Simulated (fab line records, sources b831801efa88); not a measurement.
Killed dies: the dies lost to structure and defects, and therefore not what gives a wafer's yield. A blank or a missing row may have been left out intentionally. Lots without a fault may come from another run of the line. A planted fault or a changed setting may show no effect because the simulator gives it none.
Problem report, 8D (eight disciplines) form, completed by code + flow sky130 + the parts of the form that need people (team, actions taken, sign-off) are left out

## 1. THE ISSUE
Mean GATE_OXIDE_OXIDATION_00_THK at SKY_GATE_OXIDE_THK_MEAS_02: 8.37 nm over 6 wafers in 2 lots; fault-free wafers: 10.29 nm, standard deviation 0.19. Measured from the usual mean, that is -10 standard deviations.
Seen first at day 18 07:47 on film metro-01, wafer L919.1. Wafers with a number at this step in the record: 33, from 11 lots. Rule for "out", or "out of limits": more than 4 standard deviations from the usual mean. The rest of the wafers with a number are treated as sound.

## 2. WHAT THIS IS AND IS NOT
| question                    | is                           | is not                                                                    |
|-----------------------------|------------------------------|---------------------------------------------------------------------------|
| which readings at this step | GATE_OXIDE_OXIDATION_00_THK  | -                                                                         |
| which lots                  | L919, L920                   | L903, L904, L906, L907, L908, L909, L910, L922, L923                      |
| which wafers of those lots  | all that have a number       | -                                                                         |
| read on which gauges        | film metro-01, film metro-03 | film metro-04                                                             |
| when                        | from day 18 07:47            | up to then (21 sound wafers); but 6 sound wafers of L922, L923 came after |

## 3. WHAT RULES OUT EACH SUSPECT
Counting: a tool stays on the suspect list if, at a process step up to the reading, it processed all lots that are out and no sound lot following the first of them.
- the gauge at SKY_GATE_OXIDE_THK_MEAS_02 has been ruled out. The wafers that are out were read on 2 gauges (film metro-01, film metro-03).
- plasma asher-03 at SKY_NWELL_STRIP_25 (strips in O2/N2): ruled out as a lasting fault. Sound lots L922, L923 ran on it after its first lot that is out, L919 (day 9 11:12).
- furnace-02 at SKY_GATE_OXIDE_OXIDATION_01 (stabilise 600 s, purge 300 s, target thk 10.268 nm): kept. It ran every lot that is out, first L919 (day 18 06:23), and no sound lot after that; its last sound lot up to then is L909 (day 14 23:14). On those wafers its own readings are out: spike tc bottom C, spike tc centre C, spike tc lower C, spike tc top C, spike tc upper C, tube center temp C, tube_center_temp_C_max.
The count leaves furnace-02 at SKY_GATE_OXIDE_OXIDATION_01.

## 4. THE CAUSE (what the simulator had put in)
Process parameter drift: furnace-02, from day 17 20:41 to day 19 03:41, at SKY_GATE_OXIDE_OXIDATION_01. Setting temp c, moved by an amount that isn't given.
Only this tool survived the counting.

## 5. THE CHAIN OF EFFECTS, in route order
Each row: a reading whose mean over the struck wafers that have a number lies more than 3 standard deviations from the usual. Readings are gone through only where the record gives a usual standard deviation; hours: the median, over the lots, of the time from a lot's start at the first step in this table giving one to that lot's start at this step; sigmas: the change measured in usual standard deviations.
| hours | step                        | reading                     | usual    | on struck wafers | change | sigmas      |
|-------|-----------------------------|-----------------------------|----------|------------------|--------|-------------|
| 0     | SKY_GATE_OXIDE_OXIDATION_01 | spike tc bottom C           | 917.6 C  | 900.0            | -17.6  | -12         |
| 0     | SKY_GATE_OXIDE_OXIDATION_01 | spike tc centre C           | 900.1 C  | 881.0            | -19.1  | -19         |
| 0     | SKY_GATE_OXIDE_OXIDATION_01 | spike tc lower C            | 900.3 C  | 881.0            | -19.2  | -19         |
| 0     | SKY_GATE_OXIDE_OXIDATION_01 | spike tc top C              | 910.7 C  | 891.1            | -19.6  | -12         |
| 0     | SKY_GATE_OXIDE_OXIDATION_01 | spike tc upper C            | 900.2 C  | 882.3            | -17.9  | -16         |
| 0     | SKY_GATE_OXIDE_OXIDATION_01 | tube center temp C          | 900 C    | 881              | -19    | -99 or more |
| 0     | SKY_GATE_OXIDE_OXIDATION_01 | tube_center_temp_C_max      | 902.3    | 883.7            | -18.6  | -50         |
| 1     | SKY_GATE_OXIDE_THK_MEAS_02  | GATE_OXIDE_OXIDATION_00_THK | 10.29 nm | 8.37             | -1.92  | -10         |
Here are the process steps it includes:
- SKY_GATE_OXIDE_OXIDATION_01: stabilise 600 s, purge 300 s, target thk 10.268 nm.

## 6. WHAT WOULD HAVE CAUGHT IT SOONER
11 hours passed between the start of the fault at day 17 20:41 and the first reading out of limits at a measuring or inspecting step in this record, taken at day 18 07:47.
At SKY_GATE_OXIDE_OXIDATION_01, the tool's own readings (spike tc bottom C, spike tc centre C, spike tc lower C, spike tc top C, spike tc upper C, tube center temp C, tube_center_temp_C_max) were out on each struck wafer the step has a row for, so an alarm limit on them would have fired on the first such wafer.
L920, from the lots that are out (2), started SKY_GATE_OXIDE_OXIDATION_01 on furnace-02 later than day 18 07:47. A tool hold placed at that time would have kept it from harm.
